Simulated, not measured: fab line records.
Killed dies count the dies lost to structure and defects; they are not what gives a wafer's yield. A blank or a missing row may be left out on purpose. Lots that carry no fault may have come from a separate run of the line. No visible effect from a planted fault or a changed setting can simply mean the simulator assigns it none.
Matching of chambers ; flow gf180mcu ; 4 sister chambers for GF_V1_ETCH_16 on rie-diel-01
The step etches BARC in N2/H2. 4 wafers are shown with their chamber, then 7 later ones without.

WAFERS PAIRED WITH THEIR CHAMBERS
wafer;chamber;throttle-valve-pct (%)
L081.2;1;13.231
L083.6;0;13.226
L084.3;2;13.228
L084.4;3;13.231

WAFERS WITH NO CHAMBER GIVEN
wafer;throttle-valve-pct (%)
L084.5;13.229
L090.1;13.219
L090.2;13.215
L090.5;13.224
L095.2;13.216
L095.3;13.217
L095.6;13.217

THE CHAMBER EACH PASSED THROUGH
wafer;from the rows above;in truth
L084.5;can't be placed: 2 or 1 or 3 or 0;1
L090.1;can't be placed: 0 or 2 or 1 or 3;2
L090.2;can't be placed: 0 or 2 or 1 or 3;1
L090.5;can't be placed: 0 or 2 or 1 or 3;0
L095.2;can't be placed: 0 or 2 or 1 or 3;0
L095.3;can't be placed: 0 or 2 or 1 or 3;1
L095.6;can't be placed: 0 or 2 or 1 or 3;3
Correct placement for 0 of the 7. These rows do not allow placing 7 (true chamber among the candidates in 7). Placed wrongly: 0.
How it was worked out, from the rows above alone: a wafer's distance from a chamber is the root of the sum, over the readings, of the square of ((its reading less the chamber's mean) divided by the reading's scatter). If the next closest chamber is less than 2 further off than the closest, the wafer can't be placed; otherwise it belongs to the closest. For every chamber, the mean is computed from those of its wafers that are shown. The scatter: with one shown wafer a chamber, the root of the mean of the squares of how far each hidden wafer lies from its nearest shown one.
